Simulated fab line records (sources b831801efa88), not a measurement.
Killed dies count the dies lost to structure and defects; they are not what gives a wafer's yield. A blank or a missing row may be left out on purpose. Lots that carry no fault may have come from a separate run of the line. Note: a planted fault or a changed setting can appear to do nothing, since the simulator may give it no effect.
Chamber matching + flow sfqLine + 4 sister chambers for SFQ_TRILAYER_I0_CMP_CMP_028 on cmp-02
The step polishes SiO2. 4 wafers are shown with their chamber, then 7 later ones without.

== WAFERS PAIRED WITH THEIR CHAMBERS ==
| wafer  | chamber | motorCurrentA (A) |
|--------|---------|-------------------|
| L597.6 | 0       | 11.4              |
| L602.1 | 2       | 9.6               |
| L609.3 | 1       | 9.1               |
| L609.4 | 3       | 10.3              |

== WAFERS WHOSE CHAMBER IS MISSING ==
| wafer  | motorCurrentA (A) |
|--------|-------------------|
| L609.6 | 8.3               |
| L611.1 | 8.6               |
| L611.5 | 9.7               |
| L611.6 | 9.7               |
| L617.2 | 9.9               |
| L617.4 | 9.5               |
| L617.5 | 10.5              |

== CHAMBER TAKEN BY EACH ==
| wafer  | from the rows above          | in truth |
|--------|------------------------------|----------|
| L609.6 | can't be placed: 1 or 2      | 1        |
| L611.1 | can't be placed: 1 or 2      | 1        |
| L611.5 | can't be placed: 2 or 1 or 3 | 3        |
| L611.6 | can't be placed: 2 or 1 or 3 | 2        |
| L617.2 | can't be placed: 2 or 3 or 1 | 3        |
| L617.4 | can't be placed: 2 or 1 or 3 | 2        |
| L617.5 | can't be placed: 3 or 0 or 2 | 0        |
0 of 7 placed correctly. Can't be placed from these rows: 7 (the true chamber is among the candidates in 7). Wrongly placed: 0.
How it was worked out, from the rows above alone: a wafer's distance from a chamber is the root of the sum, over the readings, of the square of ((its reading less the chamber's mean) divided by the reading's scatter). If the next closest chamber is less than 2 further off than the closest, the wafer can't be placed; otherwise it belongs to the closest. The mean given for a chamber averages the wafers shown for that chamber. The scatter (one wafer shown for each chamber): square how far every hidden wafer sits from the nearest shown wafer, average those squares and take the square root.
